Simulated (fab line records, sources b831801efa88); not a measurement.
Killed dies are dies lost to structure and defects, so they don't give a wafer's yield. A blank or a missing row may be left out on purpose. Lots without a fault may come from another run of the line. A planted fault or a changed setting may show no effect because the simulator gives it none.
One fault seen from 2 desks | flow gf180mcu | each desk has only its own numbers; what lay behind them comes last

THE TOOL OWNER'S DESK: pecvd-02
The tool's own readings at GF_V2_CVD_02 (deposits SiO2 from TEOS, target thk 850 nm, time 94.851 s): means of the sampled wafers that have a number, for each lot that ran on this tool. A lot is out of limits, marked OUT, if its mean lies more than 4 standard deviations from the usual mean; the brackets give that distance.
Columns: A = heater_power_w at GF_V2_CVD_02, usual 710 W; B = rf_fwd_power_W at GF_V2_CVD_02, usual 596.1 W
lot  | first seen here | A   | B
L339 | day 21 04:58    | 688 | 596.6
L340 | day 21 16:14    | 729 | 563.1 (-16) OUT
L343 | day 22 21:11    | 726 | 565.1 (-15) OUT
L351 | day 25 08:11    | 722 | 593.8
L352 | day 25 17:20    | 699 | 598.6
L354 | day 26 10:05    | 746 | 596.7
This desk's finding: out of limits on L340, L343; first on L340, day 21 16:14 (rf_fwd_power_W at GF_V2_CVD_02). In limits: L339, L351, L352, L354.

THE METROLOGY DESK
What the gauges read, lot by lot, whatever tool the lot ran on: means of the sampled wafers that have a number. A lot is out of limits, marked OUT, if its mean lies more than 4 standard deviations from the usual mean; the brackets give that distance.
Columns: A = M2_ALCU_RS at GF_M2_RS_MEAS_05, usual 0.0697 ohm/sq; B = V2_CVD_02_THK at GF_V2_THK_MEAS_03, usual 853 nm
lot  | first seen here | A      | B
L335 | day 18 10:25    | 0.0709 | 850
L337 | day 19 10:25    | 0.0702 | 854
L339 | day 20 04:38    | 0.0698 | 849
L340 | day 20 14:44    | 0.0694 | 853
L343 | day 21 21:42    | 0.0690 | 846
L344 | day 22 05:18    | 0.0699 | 857
L351 | day 24 09:57    | 0.0695 | 846
L352 | day 24 19:08    | 0.0703 | 849
L354 | day 25 11:59    | 0.0703 | 852
L355 | day 25 14:20    | 0.0701 | 837
L356 | day 25 21:50    | 0.0691 | 859
This desk's finding: nothing out of limits on any of the 11 lots.

PUT TOGETHER
The tool owner's desk could have raised an alarm at day 21 16:14, on L340, L343.
The metrology desk saw nothing out of limits.
The metrology desk has L340, L343 on record, within its limits.
Of the lots named, all ran GF_V2_CVD_02 on pecvd-02.

WHAT THE SIMULATOR HAD PUT IN
Process parameter drift: pecvd-02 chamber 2, from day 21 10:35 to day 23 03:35, at GF_V2_CVD_02. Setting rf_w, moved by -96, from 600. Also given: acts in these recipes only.
Lots struck among those shown: L340, L343.
Hours from the fault's start to each desk's first reading out of limits: the tool owner's desk, 6.
